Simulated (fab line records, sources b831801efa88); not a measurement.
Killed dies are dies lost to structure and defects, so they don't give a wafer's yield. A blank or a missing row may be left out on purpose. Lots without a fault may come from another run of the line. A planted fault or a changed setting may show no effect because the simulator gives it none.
A struck lot beside a sound one | flow gf180mcu | 18 steps out of a route of 602
Sound: wafers L640.1, L640.4, L640.5. Struck: wafers L648.3, L648.4, L648.5. The cause comes at the end.
At each step with rows: each side's tool, then ch and its chambers, then its first start. Under that, the readings that differ: sound wafers | struck wafers | difference of the means | sigmas: that difference in standard deviations of wafers without a fault.
alike: readings whose means differ by less than 2 such deviations, and words and numbers that are the same on both sides. not compared: withheld readings, readings that some wafer has no value for, bounds like >300 that may hide the same value, and numbers for which the record gives no deviation and whose values overlap.
The two part at a step that has a row with sigmas, a row that says differs or no value, or rows on one side only. Numbers that don't overlap but have no deviation are shown without sigmas and don't part them. A reading that every wafer of one side lacks parts them only if that side has two wafers or more.

first, 1 step without rows for these wafers: GF_DUAL_GATE_DEVELOP_10 (develop time 60 s).
GF_DUAL_GATE_OVL_MEAS_11:
  sound on overlay-01, day 9 05:17; struck on overlay-02, day 11 12:24
  alike: DUAL_GATE_OVL
then, 1 step without rows for these wafers: GF_DUAL_GATE_WET_ETCH_12 (etches SiO2 in dHF, target depth 13 nm, time 260 s).
GF_DUAL_GATE_STRIP_13: strips in O2/N2.
  sound on plasma_asher-03 ch 0, day 9 05:25; struck on plasma_asher-04 ch 0,1, day 11 12:32
  alike: chamber_pressure_mTorr, drypump_motor_current_A, heater_power_w, o2_flow_sccm, oes_product_au, strip_time_to_endpoint_s
  not compared: rf_hours_counter_h
then, 3 steps without rows for these wafers: GF_DUAL_GATE_CLEAN_14 (cleans in SC1/SC2, time 150 s); GF_DUAL_GATE_OXIDATION_15 (stabilise 600 s, purge 300 s, target thk 7.098 nm); GF_POLY_GATE_CVD_00 (deposits poly-Si, target thk 200 nm, time 1200 s).
GF_POLY_GATE_THK_MEAS_01:
  sound on film_metro-02, day 9 08:27; struck on film_metro-02, day 11 15:52
  alike: POLY_GATE_CVD_00_THK
then, 4 steps without rows for these wafers: GF_POLY_GATE_DEHYDRATE_02 (time 60 s); GF_POLY_GATE_HMDS_03 (prime time 60 s); GF_POLY_GATE_COAT_04; GF_POLY_GATE_COAT_05 (resist thk 700 nm).
GF_POLY_GATE_SOFTBAKE_06: time 60 s.
  sound on litho_track-01 ch 0, day 9 16:00; struck on litho_track-01 ch 0, day 12 01:00
  reading                                    | sound                | struck               | difference | sigmas
  heater_power_total_W (W)                   | 93.06 93.02 93.08    | 106.24 106.23 106.30 | +13.20     | +99 or more
  plate_temp_C (C)                           | 130.07 129.90 130.29 | 143.84 143.88 144.05 | +13.84     | +99
  model.KrF_of_POLY_GATE_COAT_05.thk_nm (nm) | 699.3 698.4 701.3    | 687.8 689.6 687.4    | -11.4      |
then, 2 steps without rows for these wafers: GF_POLY_GATE_EXPOSE_07 (exposes mask Poly2, target cd 280 nm); GF_POLY_GATE_PEB_08 (peb time 90 s).
GF_POLY_GATE_DEVELOP_09: develop time 60 s.
  sound on litho_track-03 ch 0, day 10 01:41; struck on litho_track-01 ch 0, day 12 11:01
  reading                                    | sound             | struck            | difference | sigmas
  model.KrF_of_POLY_GATE_COAT_05.thk_nm (nm) | 684.3 683.5 686.4 | 673.1 674.9 672.7 | -11.2      |
GF_POLY_GATE_CD_MEAS_10: target cd 280 nm.
  sound on cd_sem-02, day 10 01:50; struck on cd_sem-02, day 12 11:27
  reading    | sound             | struck            | difference | sigmas
  cd_nm (nm) | 278.5 279.1 279.2 | 229.7 228.5 228.8 | -49.9      | -45
  not compared: hold
GF_PASSIVATION_PROBE_99:
  the record has rows for the sound wafers here (prober-02, day 30 01:08) and none for the struck ones

WHERE THEY PART
First at GF_POLY_GATE_SOFTBAKE_06; last, within this record, at GF_PASSIVATION_PROBE_99.

WHY: what the simulator had put in
Process parameter drift: litho_track-01, from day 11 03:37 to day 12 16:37, at GF_POLY_GATE_SOFTBAKE_06. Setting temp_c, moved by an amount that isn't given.
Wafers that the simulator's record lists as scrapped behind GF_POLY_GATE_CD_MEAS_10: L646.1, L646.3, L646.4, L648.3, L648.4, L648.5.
